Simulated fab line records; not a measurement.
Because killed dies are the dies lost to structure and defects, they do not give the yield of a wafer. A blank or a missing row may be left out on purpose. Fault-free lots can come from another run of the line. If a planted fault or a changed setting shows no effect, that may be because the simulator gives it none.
Split-lot experiment -- flow sky130 -- 5 lots, 23 wafers read, on a route of 708 steps

== THE SPLIT ==
At SKY_SONOS_ONO_EXPOSE_10 (exposes mask ONOM, target cd 410 nm), the setting dose mj was moved away from the recipe's 150 on 11 of the 23 wafers read, by -6.8% to +2.8%. All remaining wafers had this setting at the recipe value.

== FROM THE SPLIT TO THE READING: what the file shows between them, 2 steps ==
- SKY_SONOS_ONO_PEB_11
- SKY_SONOS_ONO_DEVELOP_12: develop time 60 s

== THE READING ==
cd nm, in nm, at SKY_SONOS_ONO_CD_MEAS_13 (target cd 410 nm). A value of 409.7 nm with a standard deviation of 2.2 nm is what fault-free wafers of this fab line usually give.

wafer,"tool, chamber at the split",dose mj as run,against the recipe,"cd nm, nm",against lot-mates on the recipe
L076.2,"iline stepper-01, 0",142.8,-4.8%,423.3,+16.2
L076.3,"iline stepper-01, 0",150,recipe,407.0,-
L076.4,"iline stepper-01, 0",142.8,-4.8%,420.7,+13.6
L076.5,"iline stepper-01, 0",142.8,-4.8%,423.8,+16.8
L076.6,"iline stepper-01, 0",150,recipe,407.1,-
L079.1,"iline stepper-02, 0",139.8,-6.8%,431.7,+19.9
L079.2,"iline stepper-02, 0",150,recipe,411.6,-
L079.3,"iline stepper-02, 0",139.8,-6.8%,429.6,+17.9
L079.4,"iline stepper-02, 0",150,recipe,411.9,-
L079.5,"iline stepper-02, 0",139.8,-6.8%,432.3,+20.6
L080.1,"iline stepper-02, 0",142.9,-4.7%,424.3,+15.5
L080.3,"iline stepper-02, 0",142.9,-4.7%,424.0,+15.2
L080.4,"iline stepper-02, 0",150,recipe,406.6,-
L080.5,"iline stepper-02, 0",150,recipe,410.9,-
L080.6,"iline stepper-02, 0",150,recipe,408.8,-
L081.1,"iline stepper-02, 0",150,recipe,410.1,-
L081.2,"iline stepper-02, 0",150,recipe,411.3,-
L081.6,"iline stepper-02, 0",150,recipe,411.2,-
L085.1,"iline stepper-02, 0",154.2,+2.8%,401.4,-5.5
L085.2,"iline stepper-02, 0",154.2,+2.8%,401.9,-5.0
L085.4,"iline stepper-02, 0",154.2,+2.8%,399.0,-7.9
L085.5,"iline stepper-02, 0",150,recipe,407.9,-
L085.6,"iline stepper-02, 0",150,recipe,405.9,-

THE FIT
A straight line over all 23 wafers: cd nm changes by -3.09 nm for each +1% of dose mj; r = -0.98; the points scatter about the line by 1.9 nm.
The same after taking each lot's own level away (the mean of its wafers on the recipe; 23 wafers): -2.88 nm for each +1%; r = -0.99; scatter 1.5 nm.
That fit puts the effect of the largest move of dose mj on the reading at 20 nm.
From 406.90 to 411.75 nm: that is the span of the lots' own levels, equal to 2.2 times the standard deviation above.
The two slopes are in agreement: the lot-to-lot level therefore moves the slope only a little.
Check: +20.3 nm against its lot-mates is what the line predicts for one of the wafers moved furthest among these (-6.8%) when that wafer is left out of the fit. Against them it came out at +19.9 nm.

== OTHER SPLITS ON THESE WAFERS ==
Before the reading, these wafers also passed through other splits. Each is held against what the fit with the lots' levels taken away leaves over:
other split on the same wafers,wafers away from the commonest value,r with cd nm (lot level and that fit taken away)
SKY_VT_ADJUST_HVTR_IMPLANT_09 energy kev,4,+0.11
SKY_SONOS_TUNNEL_EXPOSE_04 dose mj,8,-0.10
SKY_SONOS_TUNNEL_DEVELOP_06 develop time s,6,+0.12
SKY_SONOS_ONO_CVD_02 time s,10,+0.26

== THE WHOLE CHAIN: every reading that the file lists as answering this split, in the file's order ==
step,what it does,reading,change (the file's fit),r (the file's)
SKY_SONOS_ONO_CD_MEAS_13,target cd 410 nm,cd nm,-2.99 nm for each +1% of the setting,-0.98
SKY_SONOS_ONO_ETCH_15,"etches the open film in CHF3/O2, target depth 19.52 nm, time 7.8 s","SONOS_ONO.cd nm (the simulator's own value, which no gauge read)",-2.95 nm for each +1% of the setting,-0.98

== FILE'S OWN FIT ==
cd nm changes by -2.99 nm for each +1% of dose mj, r = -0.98.
